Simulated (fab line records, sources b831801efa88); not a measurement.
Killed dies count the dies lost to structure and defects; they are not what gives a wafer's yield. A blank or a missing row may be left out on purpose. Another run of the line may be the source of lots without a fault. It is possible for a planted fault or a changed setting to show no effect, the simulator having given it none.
Matching of chambers ; flow gf180mcu ; 3 sister chambers for GF_V3_CVD_02 on pecvd-04
The step deposits SiO2 from TEOS, target thk 850 nm, time 94.851 s. 22 wafers are shown with their chamber, then 11 later ones without.

WAFERS, EACH WITH ITS CHAMBER
wafer;chamber;heater_power_w (W)
L078.1;2;698
L078.4;2;766
L078.5;1;685
L083.1;2;792
L083.2;0;666
L083.3;1;697
L083.4;0;751
L083.5;1;548
L083.6;2;675
L084.2;0;839
L084.4;1;644
L084.6;0;668
L085.2;0;810
L085.4;1;660
L085.6;2;779
L088.1;2;804
L088.2;0;801
L088.6;1;692
L089.1;1;667
L089.4;0;740
L089.6;1;546
L091.1;0;832

SIGNATURES (means of the wafers above)
reading;chamber 0;chamber 1;chamber 2;scatter within a chamber
heater_power_w;763.38;642.38;752.33;62.3
Rule: a wafer lies at a distance from a chamber equal to the root of the sum of squares, over the readings, of (its reading less the chamber's mean, divided by the reading's scatter). If the next closest chamber is less than 2 further off than the closest, the wafer can't be placed; otherwise it belongs to the closest. How the scatter is found: for the shown wafers, subtract from each reading the mean of its chamber, square and add these, divide the total by (wafers less chambers), then take the root.

WAFERS MISSING THEIR CHAMBER
wafer;heater_power_w (W)
L091.2;790
L091.3;665
L092.1;803
L092.2;592
L092.3;637
L092.4;842
L092.5;659
L092.6;665
L095.1;666
L095.4;784
L095.5;539

EACH ONE'S CHAMBER
wafer;from the rows above;in truth
L091.2;can't be placed: 0 or 2 or 1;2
L091.3;can't be placed: 1 or 2 or 0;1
L092.1;can't be placed: 0 or 2 or 1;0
L092.2;can't be placed: 1 or 2 or 0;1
L092.3;can't be placed: 1 or 2 or 0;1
L092.4;can't be placed: 0 or 2 or 1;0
L092.5;can't be placed: 1 or 2 or 0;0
L092.6;can't be placed: 1 or 2 or 0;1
L095.1;can't be placed: 1 or 2 or 0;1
L095.4;can't be placed: 0 or 2 or 1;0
L095.5;can't be placed: 1 or 2 or 0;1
Correct placement for 0 of the 11. Cannot be placed on the basis of these rows: 11; the candidates contain the true chamber in 11. Number placed wrongly: 0.
